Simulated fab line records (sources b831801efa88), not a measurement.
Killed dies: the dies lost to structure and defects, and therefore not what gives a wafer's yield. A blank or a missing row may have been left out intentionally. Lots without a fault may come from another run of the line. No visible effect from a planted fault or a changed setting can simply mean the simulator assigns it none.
A struck lot beside a sound one || flow sky130 || 30 out of 708 route steps
Sound: the wafers L920.1, L920.2, L920.5. The struck wafers were L940.2, L940.3, L940.5. Last of all comes the cause.
Order at every step that has rows: each side's tool, ch and its chambers, its first start. Under that, the readings that differ: sound wafers || struck wafers || difference of the means || sigmas: that difference in standard deviations of wafers without a fault.
alike: words and numbers the same on both sides, and readings whose means are apart by under 2 such deviations; not compared: readings that were withheld, readings missing a value for some wafer, numbers with overlapping values and no deviation given by the record, and bounds like >300 which may hide the same value.
Wherever a step has rows on one side only, a row that says differs or no value, or a row with sigmas, the two part there. Non-overlapping numbers with no deviation appear without sigmas and do not part them. A reading missing from all wafers of one side parts the sides only when that side holds two or more wafers.

first, 5 steps without rows for these wafers: SKY_SONOS_ONO_COAT_08 (resist thk 1140 nm); SKY_SONOS_ONO_SOFTBAKE_09 (time 60 s); SKY_SONOS_ONO_EXPOSE_10 (exposes mask ONOM, target cd 410 nm); SKY_SONOS_ONO_PEB_11; SKY_SONOS_ONO_DEVELOP_12 (develop time 60 s).
SKY_SONOS_ONO_CD_MEAS_13 targets a cd of 410 nm.
  struck on cd sem-02, day 20 08:56; sound on cd sem-02, day 13 07:39
  alike: cd nm
SKY_SONOS_ONO_OVL_MEAS_14:
  struck on overlay-01, day 20 09:03; sound on overlay-02, day 13 07:46
{"reading": "SONOS_ONO_OVL (nm)", "sound": "-2.4 -0.8 -2.3", "struck": "0.6 2.4 3.0", "difference": "+3.8", "sigmas": "+2"}
SKY_SONOS_ONO_ETCH_15: etches the open film in CHF3/O2, target depth 19.52 nm, time 7.8 s.
  sound on rie diel-01 ch 1,2,3, day 13 07:49; struck on rie diel-02 ch 0,1,2, day 20 09:05
  alike: drypump motor current A, oes product au, throttle valve pct
  not compared: rf hours counter h
then, 1 step without rows for these wafers: SKY_SONOS_ONO_WET_ETCH_16 (etches SiO2 in dHF, target depth 14 nm, time 280 s).
SKY_SONOS_ONO_STRIP_17: strips in O2/N2.
  sound on plasma asher-01 ch 0,1, day 13 07:55; struck on plasma asher-01 ch 0,1, day 20 09:12
  alike: drypump motor current A, oes product au, strip time to endpoint s
  not compared: rf hours counter h
then, 2 steps without rows for these wafers: SKY_SONOS_ONO_WET_ETCH_18 (etches Si3N4 in H3PO4, target depth 15 nm, time 172 s); SKY_GATE_OXIDE_CLEAN_00 (cleans in SC1/SC2, time 150 s).
SKY_GATE_OXIDE_OXIDATION_01: stabilise 600 s, purge 300 s, target thk 10.268 nm.
  sound on furnace-01 ch 0, day 13 08:38; struck on furnace-02 ch 0, day 20 09:25
{"reading": "model.SiO2_of_GATE_OXIDE_OXIDATION_01.thk nm (nm)", "sound": "10.24 10.49 10.45", "struck": "13.67 13.46 13.66", "difference": "+3.20", "sigmas": ""}
SKY_GATE_OXIDE_THK_MEAS_02:
  struck on film metro-04, day 20 10:50; sound on film metro-02, day 13 10:02
{"reading": "GATE_OXIDE_OXIDATION_00_THK (nm)", "sound": "10.28 10.50 10.43", "struck": "13.71 13.43 13.65", "difference": "+3.19", "sigmas": "+16"}
then, 7 steps without rows for these wafers: SKY_GATE_OXIDE_DEHYDRATE_03 (time 60 s); SKY_GATE_OXIDE_HMDS_04 (prime time 60 s); SKY_GATE_OXIDE_COAT_05 (resist thk 1140 nm); SKY_GATE_OXIDE_SOFTBAKE_06 (time 60 s); SKY_GATE_OXIDE_EXPOSE_07 (exposes mask LVOM, target cd 600 nm); SKY_GATE_OXIDE_PEB_08; SKY_GATE_OXIDE_DEVELOP_09 (develop time 60 s).
SKY_GATE_OXIDE_OVL_MEAS_10:
  struck on overlay-02, day 21 17:14; sound on overlay-02, day 14 11:42
  alike: GATE_OXIDE_OVL
then, 2 steps without rows for these wafers: SKY_GATE_OXIDE_IMPLANT_11; SKY_GATE_OXIDE_WET_ETCH_12 (etches SiO2 in dHF, target depth 16.8 nm, time 336 s).
SKY_GATE_OXIDE_STRIP_13: strips in O2/N2.
  sound on plasma asher-04 ch 0,1, day 14 11:59; struck on plasma asher-04 ch 0,1, day 21 17:31
  alike: drypump motor current A, oes product au, strip time to endpoint s
  not compared: rf hours counter h
SKY_GATE_OXIDE_TW_MEAS_14:
  struck on film metro-03, day 21 17:37; sound on film metro-03, day 14 12:05
  alike: GATE_OXIDE_TW
then, 1 step without rows for these wafers: SKY_GATE_OXIDE_CLEAN_15 (cleans in SC1/SC2, time 150 s).
SKY_GATE_OXIDE_OXIDATION_16: stabilise 600 s, purge 300 s, target thk 3.57 nm.
  sound on furnace-01 ch 0, day 14 12:12; struck on furnace-01 ch 0, day 21 17:43
{"reading": "model.SiO2_of_GATE_OXIDE_OXIDATION_01.thk nm (nm)", "sound": "11.61 11.86 11.81", "struck": "14.86 14.64 14.84", "difference": "+3.02", "sigmas": ""}
  alike: ramp down c per min
then, 1 step without rows for these wafers: SKY_POLY_GATE_CVD_00 (deposits poly-Si, target thk 180 nm, time 720 s).
-- record jumps: 29 days separate the struck wafers' starts on either side; left off in module POLY_GATE, taken up again in module PAD_OPEN, whose first shown step is the route's number 708 --
SKY_PAD_OPEN_PROBE_99:
  struck on prober-02, day 50 12:41; sound on prober-02, day 45 20:04
{"reading": "model.etest.nfet_16v.r on ohm um", "sound": "1.394e+04 1.405e+04 1.403e+04", "struck": "1.587e+04 1.579e+04 1.599e+04", "difference": "+1.877e+03", "sigmas": ""}
{"reading": "model.etest.pfet_16v.r on ohm um", "sound": "1.528e+04 1.508e+04 1.52e+04", "struck": "1.691e+04 1.624e+04 1.686e+04", "difference": "+1.483e+03", "sigmas": ""}
{"reading": "model.etest.tip sonos.rs ohm sq", "sound": "2662 2722 2722", "struck": "3685 3555 3667", "difference": "+934", "sigmas": ""}
{"reading": "model.etest.pfet g5v0d10v5.r on ohm um", "sound": "4844 4836 4874", "struck": "5605 5532 5537", "difference": "+707", "sigmas": ""}
{"reading": "model.etest.nfet g5v0d10v5.r on ohm um", "sound": "1916 1921 1926", "struck": "2246 2190 2222", "difference": "+298", "sigmas": ""}
{"reading": "model.etest.tip p.rs ohm sq", "sound": "6849 6875 6890", "struck": "7114 7040 7117", "difference": "+219", "sigmas": ""}
{"reading": "model.etest.nfet g5v0d10v5.drive ua um", "sound": "604.5 590.9 590.3", "struck": "467 476.6 469", "difference": -124, "sigmas": ""}
{"reading": "model.etest.nfet_05v0_nvt.drive ua um", "sound": "569.2 563.1 563.1", "struck": "458.1 464.2 456.9", "difference": -105.4, "sigmas": ""}
  alike: killed_at_M0_to_M3, killed_at_M4_up, killed at contacts, killed at front end, killed at other, killed dies, killed open, killed short

## WHERE THEY PART
Earliest at SKY_SONOS_ONO_OVL_MEAS_14; latest, in this record, at SKY_GATE_OXIDE_THK_MEAS_02. Later steps at which nothing parts them and some readings are alike: SKY_GATE_OXIDE_OVL_MEAS_10, SKY_GATE_OXIDE_STRIP_13, SKY_GATE_OXIDE_TW_MEAS_14, SKY_GATE_OXIDE_OXIDATION_16, SKY_PAD_OPEN_PROBE_99.

WHY: the cause the simulator had injected
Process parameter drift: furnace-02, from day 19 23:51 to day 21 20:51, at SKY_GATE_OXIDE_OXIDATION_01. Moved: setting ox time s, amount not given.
